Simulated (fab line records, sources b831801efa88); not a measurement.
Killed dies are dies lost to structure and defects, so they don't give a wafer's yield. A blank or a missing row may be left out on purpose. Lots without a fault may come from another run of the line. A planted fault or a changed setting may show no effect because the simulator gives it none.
Chamber matching | flow sky130 | SKY_PASSIVATION_CVD_00 on pecvd-01: 3 sister chambers
The step deposits SiO2, target thk 90 nm. 6 wafers are shown with their chamber, then 7 later ones without.

WAFERS WITH THEIR CHAMBER
wafer  | chamber | heater_power_w (W) | heater_power_outer_w (W)
L985.6 | 0       | 675                | 397
L988.3 | 0       | 641                | 382
L991.5 | 1       | 723                | 398
L991.6 | 2       | 778                | 418
L992.1 | 2       | 748                | 387
L992.2 | 1       | 709                | 388

WAFERS WITHOUT THEIR CHAMBER
wafer  | heater_power_w (W) | heater_power_outer_w (W)
L992.4 | 588                | 342
L102.1 | 662                | 357
L102.2 | 792                | 442
L102.6 | 822                | 444
L104.1 | 814                | 439
L104.3 | 715                | 390
L104.5 | 830                | 466

WHICH CHAMBER EACH WENT THROUGH
wafer  | from the rows above     | in truth
L992.4 | 0                       | 0
L102.1 | can't be placed: 0 or 1 | 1
L102.2 | 2                       | 2
L102.6 | 2                       | 2
L104.1 | 2                       | 2
L104.3 | 1                       | 1
L104.5 | 2                       | 2
Placed correctly: 6 of 7. Can't be placed from these rows: 1 (the true chamber is among the candidates in 1). Placed wrongly: 0.
How it was worked out, from the rows above alone: a wafer's distance from a chamber is the root of the sum, over the readings, of the square of ((its reading less the chamber's mean) divided by the reading's scatter). The wafer belongs to the nearest chamber; if the next one is less than 2 further off, it can't be placed. A chamber's mean is the mean of its shown wafers. The scatter: the root of (the sum of the squares of (reading less its chamber's mean) over the shown wafers, divided by (wafers less chambers)).
